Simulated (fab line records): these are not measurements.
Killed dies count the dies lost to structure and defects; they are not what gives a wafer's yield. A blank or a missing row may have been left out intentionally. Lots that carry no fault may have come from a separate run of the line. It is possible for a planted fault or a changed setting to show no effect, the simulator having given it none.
8D (eight disciplines) problem report, filled in by code -- flow sfq-line -- the parts of the form that need people (team, actions taken, sign-off) are left out

== 1. WHAT WENT WRONG ==
run-length-s at SFQ_TRILAYER_I2_DEP_PECVD_063 reads a mean of 156.4 s on 3 wafers of 2 lots; wafers without a fault read 139.2 s with a standard deviation of 0.56. Measured from the usual mean, that is +31 standard deviations.
The step: deposits SiO2 from SiH4/N2O, time 111.11 s, target thk 500 nm.
Seen first at day 30 14:11 on pecvd-03, wafer L938.5. The record has a number at this step for 42 wafers belonging to 14 lots. The rule behind "out" and "out of limits": a value lying over 4 standard deviations away from the usual mean. The rest of the wafers with a number are treated as sound.

== 2. WHAT IT IS, AND WHAT IT ISN'T ==
question,is,is not
which readings at this step,run-length-s,throttle-valve-pct
which lots,"L938, L941","L919, L922, L923, L924, L925, L928, L929, L930, L931, L932, L934, L942"
which wafers of those lots,"L938.5, L938.6, L941.6","L938.2, L941.1, L941.2"
read on which tools,pecvd-03,"pecvd-02, pecvd-04"
when,from day 30 14:11,"up to then (34 sound wafers); but 5 sound wafers of L941, L942 came after"

== 3. THE SUSPECTS, EACH WITH WHAT RULES IT OUT ==
Counting: if a tool at a process step up to the reading ran every lot that is out, it stays a suspect. Sound lots after the first of them don't rule it out here, since some wafers of a struck lot are sound.
- pecvd-03 at SFQ_TRILAYER_I2_DEP_PECVD_063 (deposits SiO2 from SiH4/N2O, time 111.11 s, target thk 500 nm): kept. It processed each lot that is out (first: L938, day 30 14:11); up to then, its last sound lot is L932 (day 28 14:11). On those wafers its own readings are out: run-length-s.
Left after counting: pecvd-03 at SFQ_TRILAYER_I2_DEP_PECVD_063.

== 4. THE CAUSE (what the simulator had put in) ==
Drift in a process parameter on pecvd-03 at SFQ_TRILAYER_I2_DEP_PECVD_063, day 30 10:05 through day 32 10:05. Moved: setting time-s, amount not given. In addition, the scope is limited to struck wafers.
This tool alone remained once counting was done.

== 5. THE CHAIN OF EFFECTS, in route order ==
Rows list readings where the struck wafers' mean (over those with a number) sits beyond 3 standard deviations from the usual. Only readings whose record carries a usual standard deviation are examined. hours: median over the lots of the time between each lot's start at the first step of this table that gives one and its start at this step. sigmas: the change, counted in usual standard deviations.
hours,step,reading,usual,on struck wafers,change,sigmas
0,SFQ_TRILAYER_I2_DEP_PECVD_063,run-length-s,139.2 s,156.4,+17.2,+31
9,SFQ_TRILAYER_I2_CMP_CMP_064,time-to-endpoint-s,215 s,272,+57,+8.2
Its process steps:
- SFQ_TRILAYER_I2_DEP_PECVD_063: deposits SiO2 from SiH4/N2O, time 111.11 s, target thk 500 nm.
- SFQ_TRILAYER_I2_CMP_CMP_064: polishes SiO2.

== 6. WHAT WOULD HAVE CAUGHT IT SOONER ==
First out-of-limits reading in this record: day 30 14:11, which is 4 hours after fault onset at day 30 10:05.
